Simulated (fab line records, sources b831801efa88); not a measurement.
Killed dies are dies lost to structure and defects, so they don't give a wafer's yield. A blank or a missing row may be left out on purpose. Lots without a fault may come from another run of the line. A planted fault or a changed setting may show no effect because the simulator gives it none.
Which tool did it? | flow sky130 | 24 lots, 72 wafers sampled, at 5 steps of a route of 708

WHAT THE GAUGES READ, wafer by wafer
SKY_VT_ADJUST_HVTR_OVL_MEAS_08. Usual: VT_ADJUST_HVTR_OVL -1.2 nm, standard deviation 1.3.
lot  | measured     | on         | VT_ADJUST_HVTR_OVL (nm) | flag
L074 | day 9 07:45  | overlay-02 | -1.0 -2.3 -1.9          |
L075 | day 10 06:37 | overlay-01 | -3.8 -2.6 -3.1          |
L076 | day 10 06:51 | overlay-01 | -0.7 -0.4 -1.4          |
L077 | day 10 11:30 | overlay-01 | -1.8 1.9 -2.0           |
L078 | day 10 11:56 | overlay-02 | -0.7 -0.1 0.7           |
L079 | day 10 18:12 | overlay-02 | 0.4 0.6 1.9             |
L080 | day 11 09:52 | overlay-02 | -1.2 -0.1 -0.9          |
L081 | day 11 19:09 | overlay-02 | -0.8 0.8 0.5            |
L082 | day 11 19:41 | overlay-02 | -3.0 -5.0 -2.2          |
L083 | day 12 10:33 | overlay-02 | -0.6 -1.2 -0.4          |
L084 | day 12 14:21 | overlay-02 | -1.4 -2.2 -0.9          |
L085 | day 13 06:10 | overlay-02 | -3.8 -2.0 -3.1          |
L086 | day 13 06:53 | overlay-01 | -2.2 -0.6 -0.9          |
L087 | day 13 10:02 | overlay-02 | -3.0 -3.1 -3.2          |
L088 | day 13 18:06 | overlay-01 | 0.1 0.4 1.3             |
L089 | day 13 23:38 | overlay-02 | -1.3 -1.1 -1.0          |
L090 | day 14 15:02 | overlay-02 | -2.6 -1.1 -0.7          |
L091 | day 14 19:57 | overlay-01 | -2.4 -1.4 -1.8          |
L092 | day 14 22:17 | overlay-01 | 1.6 0.4 -0.1            |
L093 | day 15 20:00 | overlay-02 | -1.8 -3.4 -1.5          |
L095 | day 15 20:23 | overlay-01 | -0.5 -2.3 -1.1          |
L094 | day 16 07:09 | overlay-01 | 0.1 -2.6 -1.9           |
L096 | day 16 16:50 | overlay-02 | -0.2 -1.2 0.0           |
L097 | day 16 18:41 | overlay-02 | -2.2 0.0 -1.1           |

SKY_SD_N_OVL_MEAS_08. Usual: SD_N_OVL -0.1 nm, standard deviation 1.3.
lot  | measured     | on         | SD_N_OVL (nm)  | flag
L074 | day 27 16:00 | overlay-02 | -1.5 -0.6 -0.3 |
L075 | day 28 20:08 | overlay-02 | -3.5 -1.5 -1.0 |
L076 | day 28 17:14 | overlay-01 | 2.0 -0.2 0.7   |
L077 | day 29 00:57 | overlay-02 | -1.0 -1.3 -1.9 |
L078 | day 29 01:44 | overlay-02 | 1.8 -1.7 0.1   |
L079 | day 29 17:02 | overlay-01 | -1.1 1.2 -2.6  |
L080 | day 30 04:41 | overlay-01 | -1.7 0.0 0.4   |
L081 | day 30 11:57 | overlay-02 | 1.5 1.4 0.7    |
L082 | day 30 17:48 | overlay-02 | -0.3 -1.5 -0.3 |
L083 | day 31 06:30 | overlay-02 | 0.5 -0.2 0.2   |
L084 | day 31 12:20 | overlay-01 | 0.2 2.0 -1.3   |
L085 | day 32 02:11 | overlay-02 | -0.3 -1.3 -3.0 |
L086 | day 32 09:48 | overlay-02 | 1.4 2.4 1.0    |
L087 | day 32 11:52 | overlay-01 | 0.9 1.5 0.7    |
L088 | day 32 19:16 | overlay-02 | -1.4 1.1 1.2   |
L089 | day 32 22:36 | overlay-01 | -1.9 0.8 -1.4  |
L090 | day 33 09:49 | overlay-02 | 1.2 3.2 -0.3   |
L091 | day 33 23:24 | overlay-01 | 0.1 0.4 0.9    |
L092 | day 33 18:54 | overlay-02 | -1.3 0.3 -1.8  |
L093 | day 34 15:11 | overlay-01 | 0.5 -0.7 -0.4  |
L095 | day 34 16:03 | overlay-01 | -1.2 0.2 0.5   |
L094 | day 35 01:26 | overlay-01 | -1.8 -3.2 -1.5 |
L096 | day 35 07:48 | overlay-02 | 1.2 -0.8 -0.6  |
L097 | day 35 11:15 | overlay-02 | 0.3 -0.9 -0.9  |

SKY_LOCAL_INTERCONNECT_CD_MEAS_11: target cd 170 nm. Usual: cd_nm 169.5 nm, standard deviation 1.5.
lot  | measured     | on        | cd_nm (nm)        | flag
L074 | day 30 04:56 | cd_sem-01 | 170.5 169.2 168.6 |
L075 | day 31 06:55 | cd_sem-01 | 172.5 171.5 172.1 |
L076 | day 31 03:49 | cd_sem-02 | 167.3 169.2 168.5 |
L077 | day 31 10:56 | cd_sem-01 | 169.1 168.9 168.0 |
L078 | day 31 12:05 | cd_sem-01 | 169.6 170.7 168.7 |
L079 | day 32 03:38 | cd_sem-01 | 167.4 168.8 168.1 |
L080 | day 32 14:10 | cd_sem-01 | 169.1 169.8 170.2 |
L081 | day 32 21:14 | cd_sem-02 | 170.8 169.8 170.6 |
L082 | day 33 03:34 | cd_sem-02 | 169.6 170.3 168.8 |
L083 | day 33 16:19 | cd_sem-01 | 171.6 171.0 172.5 |
L084 | day 33 21:40 | cd_sem-01 | 169.8 167.9 169.8 |
L085 | day 34 09:49 | cd_sem-01 | 165.8 164.7 166.1 |
L086 | day 34 17:55 | cd_sem-01 | 169.5 169.7 169.6 |
L087 | day 34 20:01 | cd_sem-01 | 171.6 170.1 170.1 |
L088 | day 35 03:31 | cd_sem-02 | 168.7 167.6 168.1 |
L089 | day 35 06:35 | cd_sem-02 | 167.9 169.6 169.3 |
L090 | day 35 17:02 | cd_sem-02 | 169.9 169.8 168.1 |
L091 | day 36 07:26 | cd_sem-01 | 170.0 169.9 169.5 |
L092 | day 36 02:31 | cd_sem-01 | 170.6 170.1 169.9 |
L093 | day 36 23:19 | cd_sem-01 | 171.8 168.9 169.6 |
L095 | day 37 00:01 | cd_sem-01 | 168.0 169.1 167.8 |
L094 | day 37 10:35 | cd_sem-02 | 171.6 170.9 169.9 |
L096 | day 37 16:02 | cd_sem-02 | 169.9 169.7 170.6 |
L097 | day 37 19:51 | cd_sem-01 | 170.6 170.8 170.9 |

SKY_METAL1_THK_MEAS_06: measures by xrf. Usual: METAL1_ALCU_THK 250 nm, standard deviation 3.2.
lot  | measured     | on            | METAL1_ALCU_THK (nm) | flag
L074 | day 31 11:32 | film_metro-04 | 254 254 253          |
L075 | day 32 13:28 | film_metro-01 | 249 253 251          |
L076 | day 32 10:31 | film_metro-04 | 250 249 245          |
L077 | day 32 17:07 | film_metro-02 | 247 249 247          |
L078 | day 32 18:41 | film_metro-02 | 247 246 248          |
L079 | day 33 09:39 | film_metro-02 | 253 256 253          |
L080 | day 33 20:31 | film_metro-01 | 246 242 248          |
L081 | day 34 03:16 | film_metro-02 | 249 245 247          |
L082 | day 34 08:37 | film_metro-04 | 250 249 254          |
L083 | day 34 21:29 | film_metro-04 | 249 250 250          |
L084 | day 35 03:02 | film_metro-01 | 251 250 249          |
L085 | day 35 16:05 | film_metro-04 | 249 254 251          |
L086 | day 36 00:21 | film_metro-04 | 248 250 250          |
L087 | day 36 01:36 | film_metro-01 | 248 256 251          |
L088 | day 36 10:03 | film_metro-02 | 255 252 253          |
L089 | day 36 12:40 | film_metro-04 | 250 248 250          |
L090 | day 36 22:41 | film_metro-02 | 250 250 247          |
L091 | day 37 12:53 | film_metro-01 | 252 250 250          |
L092 | day 37 07:39 | film_metro-04 | 246 250 247          |
L093 | day 38 04:02 | film_metro-02 | 248 247 246          |
L095 | day 38 05:03 | film_metro-01 | 244 243 245          |
L094 | day 38 14:44 | film_metro-01 | 249 244 246          |
L096 | day 38 20:31 | film_metro-01 | 250 249 247          |
L097 | day 39 00:33 | film_metro-02 | 256 248 252          |

WHICH TOOL RAN EACH LOT (tool, then ch and the chambers of the sampled wafers, then the start)
lot  | SKY_LDD_LDN_STRIP_12
L074 | plasma_asher-02 ch 0,1, day 22 11:47
L075 | plasma_asher-01 ch 0,1, day 23 20:38
L076 | plasma_asher-04 ch 0,1, day 23 18:58
L077 | plasma_asher-04 ch 0,1, day 24 02:52
L078 | plasma_asher-01 ch 0,1, day 24 02:59
L079 | plasma_asher-02 ch 0,1, day 24 19:40
L080 | plasma_asher-04 ch 0,1, day 25 07:44
L081 | plasma_asher-02 ch 0,1, day 25 16:19
L082 | plasma_asher-01 ch 0,1, day 25 21:43
L083 | plasma_asher-04 ch 0, day 26 11:22
L084 | plasma_asher-04 ch 0,1, day 26 16:22
L085 | plasma_asher-04 ch 0,1, day 27 08:04
L086 | plasma_asher-04 ch 0,1, day 27 14:02
L087 | plasma_asher-04 ch 0,1, day 27 16:13
L088 | plasma_asher-01 ch 0,1, day 28 01:53
L089 | plasma_asher-02 ch 0,1, day 28 03:20
L090 | plasma_asher-02 ch 0,1, day 28 18:50
L091 | plasma_asher-01 ch 0,1, day 29 06:37
L092 | plasma_asher-02 ch 0,1, day 29 04:19
L093 | plasma_asher-01 ch 0,1, day 30 02:19
L095 | plasma_asher-02 ch 0,1, day 30 02:47
L094 | plasma_asher-04 ch 0,1, day 30 11:31
L096 | plasma_asher-01 ch 0,1, day 30 19:56
L097 | plasma_asher-04 ch 0,1, day 30 22:10
- SKY_LDD_LDN_STRIP_12: strips in O2/N2.

WHAT THE TOOLS THEMSELVES READ (means of the sampled wafers that have a number; where no wafer has one, the mark that the record gives instead)
SKY_LDD_LDN_STRIP_12. Usual: drypump_motor_current_A 5.6 A, standard deviation 0.41; oes_product_au 0.715 a.u., standard deviation 0.0049; strip_time_to_endpoint_s 14.20 s, standard deviation 0.042.
lot  | tool            | drypump_motor_current_A (A) | oes_product_au (a.u.) | strip_time_to_endpoint_s (s) | flag
L074 | plasma_asher-02 | 5.7                         | 0.715                 | 14.26                        |
L075 | plasma_asher-01 | 6.0                         | 0.712                 | 14.22                        |
L076 | plasma_asher-04 | 5.6                         | 0.717                 | 14.13                        |
L077 | plasma_asher-04 | 5.6                         | 0.710                 | 14.20                        |
L078 | plasma_asher-01 | 6.0                         | 0.712                 | 14.15                        |
L079 | plasma_asher-02 | 5.5                         | 0.719                 | 14.14                        |
L080 | plasma_asher-04 | 5.5                         | 0.716                 | 14.19                        |
L081 | plasma_asher-02 | 5.7                         | 0.714                 | 14.25                        |
L082 | plasma_asher-01 | 6.0                         | 0.716                 | 14.19                        |
L083 | plasma_asher-04 | 5.8                         | 0.716                 | 14.19                        |
L084 | plasma_asher-04 | 5.3                         | 0.718                 | 14.20                        |
L085 | plasma_asher-04 | 5.5                         | 0.719                 | 14.22                        |
L086 | plasma_asher-04 | 5.3                         | 0.715                 | 14.21                        |
L087 | plasma_asher-04 | 5.6                         | 0.711                 | 14.17                        |
L088 | plasma_asher-01 | 6.0                         | 0.717                 | 14.22                        |
L089 | plasma_asher-02 | 5.5                         | 0.711                 | 14.20                        |
L090 | plasma_asher-02 | 5.5                         | 0.719                 | 14.24                        |
L091 | plasma_asher-01 | 5.6                         | 0.718                 | 14.20                        |
L092 | plasma_asher-02 | 5.7                         | 0.714                 | 14.16                        |
L093 | plasma_asher-01 | 6.0                         | 0.718                 | 14.26                        |
L095 | plasma_asher-02 | 5.5                         | 0.712                 | 14.19                        |
L094 | plasma_asher-04 | 5.5                         | 0.713                 | 14.16                        |
L096 | plasma_asher-01 | 5.6                         | 0.709                 | 14.23                        |
L097 | plasma_asher-04 | 5.3                         | 0.716                 | 14.21                        |

THE ANSWER, worked out from the rows above alone
Rule: a lot is off if the mean of its wafers that have a number lies more than 3 standard deviations from the usual mean. A lot without any number at a reading at which 4 lots or more have one is off too. The other lots that the step has rows for count as sound. The gauges are gone through in route order, then the tools' own readings, and for those a lot's mean is taken as printed above. The first step at which some lot is off is used, and at that step the reading that is off furthest; a lot without a number counts as furthest.
No lot is off at any reading shown: from this, nothing can be told.

WHAT THE SIMULATOR HAD PUT IN
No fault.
